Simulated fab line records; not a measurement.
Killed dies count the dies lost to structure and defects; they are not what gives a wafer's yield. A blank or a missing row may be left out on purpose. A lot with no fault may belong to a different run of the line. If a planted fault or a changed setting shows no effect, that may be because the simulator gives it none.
8D (eight disciplines) problem report, filled in by code / flow sfq-line / the parts of the form that need people (team, actions taken, sign-off) are left out

1. THE PROBLEM
Mean of time-to-endpoint-s at SFQ_TRILAYER_I2_CMP_CMP_064: 281 s across 6 wafers in 2 lots; on wafers with no fault it is 216 s (standard deviation 8.5). That puts it +7.6 standard deviations away from the usual mean.
The step: polishes SiO2.
First observed at day 23 12:19: wafer L525.3, on cmp-02. At this step, 42 wafers from 14 lots have a number in the record. By rule, "out" or "out of limits" means more than 4 standard deviations away from the usual mean. Any other wafer with a number is counted as sound.

2. WHAT IT IS, WHAT IT ISN'T
question=which readings at this step | is=time-to-endpoint-s | is not=motor-current-A, retaining-ring-pressure-frac, slurry-filter-dp-kPa
question=which lots | is=L525, L526 | is not=L515, L516, L518, L519, L520, L527, L528, L530, L533, L536, L537, L538
question=which wafers of those lots | is=all that have a number | is not=-
question=read on which tools | is=cmp-02 | is not=cmp-01
question=when | is=from day 23 12:19 | is not=up to then (15 sound wafers); but 21 sound wafers of L527, L528, L530, L533, L536, L537, L538 came after

3. SUSPECTS, AND WHAT RULES EACH OUT
Counting: any tool at a process step up to the reading is kept as a suspect provided that every lot that is out went through it and no sound lot did after the first of them.
- cmp-02 at SFQ_TRILAYER_I2_CMP_CMP_064 (polishes SiO2): ruled out as a lasting fault. The sound lots L537 went through it after L525, its earliest lot that is out (day 23 12:19).
Left after counting: nothing in the record.

4. THE CAUSE (what the simulator had put in)
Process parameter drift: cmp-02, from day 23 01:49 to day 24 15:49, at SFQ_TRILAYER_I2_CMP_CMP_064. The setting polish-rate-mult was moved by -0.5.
Counting ruled it out, wrongly.

5. SEQUENCE OF EFFECTS, ordered by route
Each row: a reading where the mean over the struck wafers with a number is more than 3 standard deviations away from the usual. Only readings whose record carries a usual standard deviation are examined. hours: median over the lots of the time between each lot's start at the first step of this table that gives one and its start at this step. sigmas: the change, counted in usual standard deviations.
hours=0; step=SFQ_TRILAYER_I2_CMP_CMP_064; reading=time-to-endpoint-s; usual=216 s; on struck wafers=281; change=+65; sigmas=+7.6
hours=3; step=SFQ_TRILAYER_I2_METRO_MEASURE_065; reading=thk-nm; usual=200.4 nm; on struck wafers=305.7; change=+105.3; sigmas=+88
hours=78; step=SFQ_TRILAYER_I2_VIA_ETCH_VIA_ETCH_070; reading=oes-product-au; usual=0.856 a.u.; on struck wafers=1.008; change=+0.152; sigmas=+32
Here are the process steps it includes:
- SFQ_TRILAYER_I2_CMP_CMP_064: polishes SiO2.
- SFQ_TRILAYER_I2_METRO_MEASURE_065
- SFQ_TRILAYER_I2_VIA_ETCH_VIA_ETCH_070: etches SiO2 in CHF3, stops on Nb, target depth 260 nm.

6. WHAT WOULD HAVE CAUGHT IT SOONER
In this record no reading fell out of limits until day 23 12:19, 10 hours after the fault had begun at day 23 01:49.
